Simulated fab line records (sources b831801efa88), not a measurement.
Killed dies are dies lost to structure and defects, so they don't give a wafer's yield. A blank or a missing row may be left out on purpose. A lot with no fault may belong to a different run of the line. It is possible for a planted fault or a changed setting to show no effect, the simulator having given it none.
Struck lot and sound lot, side by side || flow gf180mcu || 16 steps out of a route of 602
Sound: these wafers, L599.2, L599.5, L599.6. Struck: wafers L612.1, L612.2, L612.5. The cause comes at the end.
Each step with rows lists, per side, the tool, then ch with its chambers, then its first start. Under that, the readings that differ: sound wafers || struck wafers || difference of the means || sigmas: that difference in standard deviations of wafers without a fault.
alike: readings whose means differ by less than 2 such deviations, and words and numbers that are the same on both sides. not compared: withheld readings, readings that some wafer has no value for, bounds like >300 that may hide the same value, and numbers for which the record gives no deviation and whose values overlap.
A row with sigmas, a row that says differs or no value, or rows on one side alone: a step with any of these is where the two part. Numbers that have no deviation but don't overlap get no sigmas and don't part them. A reading missing from all wafers of one side parts the sides only when that side holds two or more wafers.

first, 6 steps without rows for these wafers: GF_M1_HMDS_08 (prime time 60 s); GF_M1_COAT_09 (resist thk 1000 nm); GF_M1_SOFTBAKE_10 (time 60 s); GF_M1_EXPOSE_11 (exposes mask Metal1, target cd 230 nm); GF_M1_PEB_12 (peb time 90 s); GF_M1_DEVELOP_13 (develop time 60 s).
GF_M1_CD_MEAS_14 targets a cd of 230 nm.
  sound on cd_sem-01 at day 17 23:18; struck on cd_sem-01 at day 23 04:26
  alike: cd_nm
GF_M1_OVL_MEAS_15:
  sound on overlay-02 at day 17 23:24; struck on overlay-02 at day 23 04:34
  alike: M1_OVL
GF_M1_METAL_ETCH_16: etches the open film in Cl2/BCl3, stops on SiO2, target depth 627.5 nm, time 104.6 s.
  sound on rie_metal-01 ch 0,1, day 17 23:26; struck on rie_metal-04 ch 0,1, day 23 04:35
{"reading": "rf_fwd_power_W (W)", "sound": "790.3 790.8 795.1", "struck": "797.1 797.9 797.7", "difference": "+5.5", "sigmas": "+2"}
  alike: drypump_motor_current_A, oes_product_au, throttle_valve_pct
  not compared: rf_hours_counter_h
GF_M1_STRIP_17: strips in O2/N2.
  sound on plasma_asher-01 ch 0,1, day 17 23:32; struck on plasma_asher-01 ch 0,1, day 23 04:43
  alike: drypump_motor_current_A, heater_power_w, n2_flow_sccm, oes_product_au, strip_time_to_endpoint_s
  not compared: rf_hours_counter_h
then, 2 steps without rows for these wafers: GF_M1_STRIP_18 (strips in post etch residue remover, time 1200 s); GF_M1_CLEAN_19 (cleans in DIW).
GF_V1_CVD_00: deposits SiO2, target thk 600 nm, time 100 s.
  sound on hdpcvd-02 ch 0,1,2, day 18 00:05; struck on hdpcvd-02 ch 0,1, day 23 05:38
{"reading": "sih4_flow_sccm (sccm)", "sound": "59.84 60.05 60.12", "struck": "71.78 71.97 72.25", "difference": "+12.00", "sigmas": "+71"}
{"reading": "model.SiO2_of_V1_CVD_00.thk_nm (nm)", "sound": "616.2 614.8 608.9", "struck": "721.3 727 720.6", "difference": "+109.7", "sigmas": ""}
  alike: pressure_mtorr
GF_V1_THK_MEAS_01:
  sound on film_metro-03 at day 18 00:10; struck on film_metro-01 at day 23 05:56
{"reading": "V1_CVD_00_THK (nm)", "sound": "617 615 609", "struck": "721 726 720", "difference": "+109", "sigmas": "+16"}
  not compared: hold
GF_V1_CVD_02: deposits SiO2 from TEOS, target thk 850 nm, time 94.851 s.
  sound on pecvd-04 ch 0,1, day 18 00:13; struck on pecvd-01 ch 0,1, day 23 07:22
{"reading": "hold", "sound": "- - -", "struck": "await_dispo/1.4h/release await_dispo/1.4h/release await_dispo/1.4h/release", "difference": "no value on the sound wafers", "sigmas": ""}
{"reading": "heater_power_w (W)", "sound": "444 562 490", "struck": "727 667 803", "difference": "+234", "sigmas": "+2"}
  alike: rf_fwd_power_W
-- the record jumps here: 10 days lie between the struck wafers' starts before and after (it left off in module V1 and takes up again in module PASSIVATION, whose first step shown is number 602 of the route) --
GF_PASSIVATION_PROBE_99:
  record: rows for the struck wafers here (prober-01, day 33 17:29), none for the sound ones

== WHERE THEY PART ==
First at GF_M1_METAL_ETCH_16; last, within this record, at GF_PASSIVATION_PROBE_99.

WHY: what the simulator had put in
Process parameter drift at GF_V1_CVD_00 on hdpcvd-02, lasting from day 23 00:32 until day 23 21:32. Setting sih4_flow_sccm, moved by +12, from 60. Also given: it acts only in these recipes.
